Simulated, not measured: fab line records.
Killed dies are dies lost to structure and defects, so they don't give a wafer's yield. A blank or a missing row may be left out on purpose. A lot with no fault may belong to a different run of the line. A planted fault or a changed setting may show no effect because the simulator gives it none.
Which of the tools did it? ; flow gf180mcu ; 21 wafers sampled from 7 lots at 1 step of a route of 602

WHAT THE GAUGES READ, wafer by wafer
GF_STI_BOW_MEAS_00.
lot;measured;on;INCOMING_BOW (um)
L484;day 2 01:00;film-metro-02;1 -7 -2
L489;day 3 02:01;film-metro-01;-4 -11 2
L491;day 3 12:00;film-metro-01;-6 -3 0
L497;day 4 18:00;film-metro-02;-2 -11 -4
L499;day 5 04:01;film-metro-02;-5 1 7
L501;day 5 14:04;film-metro-02;12 -5 -11
L503;day 6 00:02;film-metro-01;-10 2 12

EACH LOT AND THE TOOL THAT RAN IT (in order: tool; ch and the chambers of the sampled wafers; start)
There is no process step in the record ahead of these readings.

THE ANSWER, worked out from the rows above alone
Rule: the lots themselves supply what counts as usual. Put in order of their means at a reading, lots are off if they are a third of the lots or fewer, leave a main group of 4 or more, and stand apart from it by a gap of 3 or more times the standard deviation of the main group's means; of several such gaps the widest counts. Not used: any main group whose means are identical at the precision the tables above print for the reading. Also off: a lot with no number at a reading for which 4 or more lots have one. Any other lot the step has rows for is counted as sound.
Across all readings shown, no lot is off: no conclusion can be drawn from this.

WHAT WAS PUT IN BY THE SIMULATOR
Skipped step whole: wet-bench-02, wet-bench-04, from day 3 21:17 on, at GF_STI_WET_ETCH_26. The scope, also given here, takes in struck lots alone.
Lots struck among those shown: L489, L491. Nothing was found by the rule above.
